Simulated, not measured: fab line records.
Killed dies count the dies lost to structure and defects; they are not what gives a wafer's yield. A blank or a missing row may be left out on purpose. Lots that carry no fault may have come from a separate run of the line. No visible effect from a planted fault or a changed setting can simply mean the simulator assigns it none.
Problem report in the 8D (eight disciplines) form, filled by code | flow sky130 | the parts of the form that need people (team, actions taken, sign-off) are left out

## 1. THE PROBLEM
Across 9 wafers from 3 lots, SD_N_RS at SKY_SD_N_RS_MEAS_16 averages 65.39 ohm/sq, while fault-free wafers read 68.60 ohm/sq with a standard deviation of 0.11. That puts it -29 standard deviations away from the usual mean.
The step: measures by four-point-probe.
Seen first at day 30 06:58 on film-metro-04, wafer L773.1. The record has a number at this step for 33 wafers belonging to 11 lots. Rule for "out" (also "out of limits"): further than 4 standard deviations from the usual mean. Any other wafer with a number is counted as sound.

## 2. WHAT IT IS; WHAT IT IS NOT
question                    | is                                          | is not
which readings at this step | SD_N_RS                                     | -
which lots                  | L773, L775, L776                            | L769, L770, L781, L784, L786, L787, L789, L790
which wafers of those lots  | all that have a number                      | -
read on which gauges        | film-metro-01, film-metro-02, film-metro-04 | -
when                        | from day 30 06:58                           | up to then (6 sound wafers); but 18 sound wafers of L781, L784, L786, L787, L789, L790 came after

## 3. SUSPECTS, AND WHAT RULES EACH OUT
Counting: a tool stays on the suspect list if, at a process step up to the reading, it processed all lots that are out and no sound lot following the first of them.
- the gauge at SKY_SD_N_RS_MEAS_16: ruled out. 3 gauges (film-metro-01, film-metro-02, film-metro-04) read the wafers that are out.
- implanter-02 at SKY_SD_N_IMPLANT_09: ruled out as a lasting fault. Following L773 (day 30 06:17), the first lot on it that is out, the sound lots L784 were run on it.
Left after counting: nothing in the record.

## 4. THE CAUSE (what the simulator had put in)
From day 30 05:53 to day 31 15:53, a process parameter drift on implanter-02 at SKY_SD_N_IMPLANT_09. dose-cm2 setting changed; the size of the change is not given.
It was ruled out by counting, in error; the rule expects a fault to strike all lots run on its tool from its start on, and this fault did not.

## 5. SEQUENCE OF EFFECTS, ordered by route
One row per reading whose mean, taken over the struck wafers that have a number, lies over 3 standard deviations from the usual. Scope: only readings with a usual standard deviation given in the record; hours: median across lots of the time from each lot's start at the first step in this table that gives one to its start at this step; sigmas: change in usual standard deviations.
hours | step                | reading                  | usual        | on struck wafers | change | sigmas
0     | SKY_SD_N_IMPLANT_09 | beam-on-s                | 18.5 s       | 27.6             | +9.1   | +8.3
0     | SKY_SD_N_IMPLANT_09 | dose-ions-cm2            | 4e+15        | 6e+15            | +2e+15 | +99 or more
0     | SKY_SD_N_STRIP_11   | strip-time-to-endpoint-s | 22.54 s      | 23.55            | +1.01  | +22
1     | SKY_SD_N_RS_MEAS_16 | SD_N_RS                  | 68.60 ohm/sq | 65.39            | -3.21  | -29
Its process steps:
- SKY_SD_N_IMPLANT_09
- SKY_SD_N_STRIP_11: strips in O2/N2.
Later steps that measure or inspect, where all struck wafers having a row at the step show a number for every such reading and not one has moved that far: SKY_SD_N_RS_MEAS_18.

## 6. HOW IT WOULD HAVE BEEN CAUGHT EARLIER
In this record the first reading out of limits at a measuring or inspecting step was taken at day 30 06:58, 1 hour after the fault began at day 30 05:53.
The tool's own readings at SKY_SD_N_IMPLANT_09 were out on every struck wafer that the step has a row for (beam-on-s, dose-ions-cm2): an alarm limit on them would have fired on the first of those.
